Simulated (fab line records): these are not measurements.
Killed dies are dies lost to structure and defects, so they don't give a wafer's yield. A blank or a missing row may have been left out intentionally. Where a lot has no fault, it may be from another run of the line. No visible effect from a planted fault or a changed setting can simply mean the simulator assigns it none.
fab line records -- flow gf180mcu -- part 2 of 2: steps 37 to 49 of 49
record lots=5, wafers=15, last-day=33
route steps=602 shown DNWELL@37 NWELL@42 LVPWELL@54 MVSD@66 MVPSD@78
lots with no fault: from the same line, run without faults
start-h: start of the lot's first displayed wafer, in hours after the record's first day -- wait-h: hours from the lot's prior step to this one -- " same as the row above -- L1.1+2: a single row standing in for several wafers -- - no value, or no start was given -- * or withheld: withheld -- < > ~ a bound
route shown NAME@n: names a module that has steps shown in the file, with the first one's number in the route -- usual: the fault-free wafers' mean and standard deviation -- same: alike in all rows -- chamber/n: place in a boat -- sites: per-site readings -- _std_site: the values' standard deviation -- _edge_site: the outer-site mean with the inner-site mean subtracted -- radius-mm: how far each site lies from the wafer's centre -- mask NAME#n: copy n -- behind: tool/chamber where the wafer was last shaped -- hold: why the lot went on hold/how many hours it stayed there/how the hold came to an end -- device: transistor that didn't switch, given as n, p or np -- end of line: at the end of the route, the tests of the same wafers -- where a step has no rows: the recipe by itself -- killed: dies that structure and defects cost at the first sort, which is not the same as the wafer's yield -- map: a wafer's dies, x killed, . not, _ none there
set.NAME: the setting that was run; set.NAME@STEP: the one run at that earlier step -- model.NAME: the simulator's own value behind a step, which no gauge read
a table for each step, a row for each wafer; lots at some steps of the route
services: the hour from which a tool's chamber was out of use, counted from the record's first day as start-h (under 0 if before that day), plus the number of hours and why
## steps
# step GF_MVSD_OVL_MEAS_07
# usual MVSD_OVL=-0.4/1.3
lot.wafer,tool,chamber,start-h,wait-h,MVSD_OVL[nm]
L074.2,overlay-01,-,83.33,-,-2.4
L074.3,overlay-01,-,83.33,-,-1.1
L074.6,overlay-01,-,83.33,-,0.5
L077.1,overlay-01,-,98.99,-,-1.9
L077.2,overlay-01,-,98.99,-,-2.8
L077.4,overlay-01,-,98.99,-,0.2
L085.3,overlay-01,-,145.99,-,0.7
L085.5,overlay-01,-,145.99,-,-0.7
L085.6,overlay-01,-,145.99,-,1.2
L090.2,overlay-01,-,175.40,-,-0.3
L090.4,overlay-01,-,175.40,-,1.3
L090.6,overlay-01,-,175.40,-,-0.6
L094.3,overlay-02,-,198.74,-,-0.6
L094.4,overlay-02,-,198.74,-,-1.1
L094.6,overlay-02,-,198.74,-,0.1
# step GF_MVSD_IMPLANT_08
# recipe species=P, energy-kev=400, dose-cm2=1.6e+13, tilt-deg=0
lot.wafer,tool,chamber,start-h,wait-h
L074.2+3+6,implanter-01,0,83.38,0.0
L077.1+2+4,implanter-03,0,99.03,0.0
L085.3+5+6,implanter-01,0,146.07,0.1
L090.2+4+6,implanter-03,0,175.45,0.0
L094.3+4+6,implanter-01,0,198.81,0.1
# step GF_MVSD_IMPLANT_09
# recipe species=P, energy-kev=100, dose-cm2=5e+12, tilt-deg=0
lot.wafer,tool,chamber,start-h,wait-h
L074.2+3+6,implanter-01,0,83.53,0.1
L077.1+2+4,implanter-03,0,99.18,0.1
L085.3+5+6,implanter-01,0,146.22,0.1
L090.2+4+6,implanter-03,0,175.60,0.1
L094.3+4+6,implanter-01,0,198.96,0.1
# step GF_MVSD_STRIP_10
# recipe chemistry=O2/N2, power-w=1400, pressure-mtorr=1500, platen-temp-c=250, o2-flow-sccm=3000, n2-flow-sccm=300, overash-fraction=0.5
# usual drypump-motor-current-A=5.66/0.27, heater-power-w=339/24, n2-flow-sccm=300.2/0.77, oes-product-au=0.722/0.0045, strip-time-to-endpoint-s=36.98/0.11
lot.wafer,tool,chamber,start-h,wait-h,drypump-motor-current-A,heater-power-w,n2-flow-sccm,oes-product-au,rf-hours-counter-h,strip-time-to-endpoint-s
L074.2,plasma-asher-03,0,83.66,0.1,5.69,332,301.0,0.724,44,37.00
L074.3,plasma-asher-03,0,83.66,0.1,5.70,330,301.1,0.722,-,36.96
L074.6,plasma-asher-03,1,83.66,0.1,5.73,361,300.8,0.726,-,37.01
L077.1,plasma-asher-03,0,99.33,0.1,5.74,322,300.8,0.726,46,36.96
L077.2,plasma-asher-03,1,99.33,0.1,5.73,363,299.7,0.726,46,36.94
L077.4,plasma-asher-03,1,99.33,0.1,5.71,364,300.2,0.718,-,36.96
L085.3,plasma-asher-02,0,146.35,0.1,5.50,334,299.6,0.717,-,36.83
L085.5,plasma-asher-02,1,146.35,0.1,5.79,340,301.1,0.723,-,36.84
L085.6,plasma-asher-02,0,146.35,0.1,5.52,347,300.2,0.725,-,36.82
L090.2,plasma-asher-02,1,175.73,0.1,5.80,347,299.7,0.716,56,36.96
L090.4,plasma-asher-02,1,175.73,0.1,5.81,349,300.2,0.717,-,36.97
L090.6,plasma-asher-02,0,175.73,0.1,5.56,341,299.8,0.723,-,37.06
L094.3,plasma-asher-01,1,199.10,0.1,4.91,285,301.3,0.720,-,36.96
L094.4,plasma-asher-01,0,199.10,0.1,6.14,305,299.9,0.720,-,36.93
L094.6,plasma-asher-01,1,199.10,0.1,4.91,286,300.0,0.722,-,36.95
# step GF_MVSD_TW_MEAS_11
# usual MVSD_TW=1576/11
lot.wafer,tool,chamber,start-h,wait-h,MVSD_TW
L074.2,film-metro-02,-,83.77,0.1,1586
L074.3,film-metro-02,-,83.77,0.1,1580
L074.6,film-metro-02,-,83.77,0.1,1578
L077.1,film-metro-02,-,99.43,0.1,1587
L077.2,film-metro-02,-,99.43,0.1,1578
L077.4,film-metro-02,-,99.43,0.1,1591
L085.3,film-metro-04,-,146.44,0.1,1570
L085.5,film-metro-04,-,146.44,0.1,1572
L085.6,film-metro-04,-,146.44,0.1,1563
L090.2,film-metro-04,-,175.84,0.1,1574
L090.4,film-metro-04,-,175.84,0.1,1569
L090.6,film-metro-04,-,175.84,0.1,1567
L094.3,film-metro-04,-,199.18,0.1,1561
L094.4,film-metro-04,-,199.18,0.1,1569
L094.6,film-metro-04,-,199.18,0.1,1566
# step GF_MVPSD_DEHYDRATE_00
# recipe temp-c=200, time-s=60
lot.wafer,tool,chamber,start-h,wait-h
L074.2+3+6,litho-track-04,0,90.13,6.4
L077.1+2+4,litho-track-04,0,105.56,6.1
L085.3+5+6,litho-track-04,0,153.81,7.4
L090.2+4+6,litho-track-02,0,183.86,8.0
L094.3+4+6,litho-track-04,0,207.21,8.0
# step GF_MVPSD_HMDS_01
# recipe prime-time-s=60, prime-temp-c=120
lot.wafer,tool,chamber,start-h,wait-h
L074.2+3+6,litho-track-04,0,90.28,0.1
L077.1+2+4,litho-track-04,0,105.71,0.1
L085.3+5+6,litho-track-04,0,153.96,0.1
L090.2+4+6,litho-track-02,0,184.01,0.1
L094.3+4+6,litho-track-04,0,207.36,0.1
# step GF_MVPSD_COAT_02
# recipe spin-rpm=2000, resist-thk-nm=3000
lot.wafer,tool,chamber,start-h,wait-h
L074.2+3+6,litho-track-04,0,90.43,0.1
L077.1+2+4,litho-track-04,0,105.86,0.1
L085.3+5+6,litho-track-04,0,154.11,0.1
L090.2+4+6,litho-track-02,0,184.16,0.1
L094.3+4+6,litho-track-04,0,207.51,0.1
# step GF_MVPSD_SOFTBAKE_03
# recipe temp-c=110, time-s=withheld
lot.wafer,tool,chamber,start-h,wait-h
L074.2+3+6,litho-track-04,0,90.59,0.1
L077.1+2+4,litho-track-04,0,106.01,0.1
L085.3+5+6,litho-track-04,0,154.27,0.1
L090.2+4+6,litho-track-02,0,184.32,0.1
L094.3+4+6,litho-track-04,0,207.67,0.1
# step GF_MVPSD_EXPOSE_04
# recipe mask-id=MVPSD, target-cd-nm=1000, na=0.6, source-shape=conventional, sigma-outer=0.6, dose-mj=260
# usual focus-offset-nm=0.0/0.53
lot.wafer,tool,chamber,start-h,wait-h,mask,focus-offset-nm
L074.2,iline-stepper-01,0,-,-,MVPSD#0,-0.4
L074.3,iline-stepper-01,0,-,-,MVPSD#0,-0.7
L074.6,iline-stepper-01,0,-,-,MVPSD#0,-0.7
L077.1,iline-stepper-01,0,-,-,MVPSD#0,-0.1
L077.2,iline-stepper-01,0,-,-,MVPSD#0,0.4
L077.4,iline-stepper-01,0,-,-,MVPSD#0,0.5
L085.3,iline-stepper-01,0,-,-,MVPSD#0,-0.2
L085.5,iline-stepper-01,0,-,-,MVPSD#0,0.1
L085.6,iline-stepper-01,0,-,-,MVPSD#0,-0.7
L090.2,iline-stepper-01,0,-,-,MVPSD#0,-0.9
L090.4,iline-stepper-01,0,-,-,MVPSD#0,-0.5
L090.6,iline-stepper-01,0,-,-,MVPSD#0,-0.1
L094.3,iline-stepper-01,0,-,-,MVPSD#0,-0.6
L094.4,iline-stepper-01,0,-,-,MVPSD#0,0.0
L094.6,iline-stepper-01,0,-,-,MVPSD#0,-0.4
# step GF_MVPSD_PEB_05
# recipe temp-c=115, time-s=withheld
lot.wafer,tool,chamber,start-h,wait-h
L074.2+3+6,litho-track-02,0,-,-
L077.1+2+4,litho-track-04,0,-,-
L085.3+5+6,litho-track-02,0,-,-
L090.2+4+6,litho-track-03,0,-,-
L094.3+4+6,litho-track-04,0,-,-
# step GF_MVPSD_DEVELOP_06
# recipe wall-angle-deg=90, develop-time-s=60, dev-temp-c=23
lot.wafer,tool,chamber,start-h,wait-h
L074.2+3+6,litho-track-02,0,-,-
L077.1+2+4,litho-track-04,0,-,-
L085.3+5+6,litho-track-02,0,-,-
L090.2+4+6,litho-track-03,0,-,-
L094.3+4+6,litho-track-04,0,-,-
# step GF_MVPSD_OVL_MEAS_07
# usual MVPSD_OVL=0.5/1.3
lot.wafer,tool,chamber,start-h,wait-h,MVPSD_OVL[nm]
L074.2,overlay-02,-,97.75,-,1.5
L074.3,overlay-02,-,97.75,-,2.1
L074.6,overlay-02,-,97.75,-,0.5
L077.1,overlay-02,-,113.46,-,2.6
L077.2,overlay-02,-,113.46,-,-1.5
L077.4,overlay-02,-,113.46,-,-0.3
L085.3,overlay-01,-,162.20,-,0.1
L085.5,overlay-01,-,162.20,-,0.9
L085.6,overlay-01,-,162.20,-,-0.3
L090.2,overlay-01,-,192.58,-,-1.2
L090.4,overlay-01,-,192.58,-,-0.8
L090.6,overlay-01,-,192.58,-,-0.7
L094.3,overlay-01,-,216.27,-,3.3
L094.4,overlay-01,-,216.27,-,1.3
L094.6,overlay-01,-,216.27,-,-0.3
## services
tool,chamber,start-h,hours,kind
plasma-asher-04,-,33.33,4.3,pm
plasma-asher-02,-,38.87,0.6,repair
implanter-04,-,49.05,0.7,repair
plasma-asher-01,-,60.20,94.8,pm
implanter-01,-,72.54,2.5,repair
implanter-04,-,79.76,0.6,repair
iline-stepper-02,-,83.89,-,calibration
plasma-asher-02,-,86.58,0.9,repair
implanter-04,-,87.54,2.6,pm
implanter-01,-,87.97,4.1,repair
implanter-02,-,97.87,2.6,repair
implanter-01,-,100.68,3.8,repair
iline-stepper-02,-,106.13,1.7,pm
plasma-asher-03,-,108.75,9.0,pm
plasma-asher-04,-,122.00,0.4,repair
implanter-04,-,123.66,4.0,repair
implanter-01,-,140.55,4.5,repair
implanter-02,-,143.91,2.5,repair
plasma-asher-04,-,162.26,1.9,repair
iline-stepper-02,-,162.86,4.5,repair
plasma-asher-03,-,184.63,1.2,repair
plasma-asher-01,-,185.71,1.4,repair
litho-track-02,-,214.49,-,consumable-replace:filter
implanter-04,-,215.88,1.4,repair
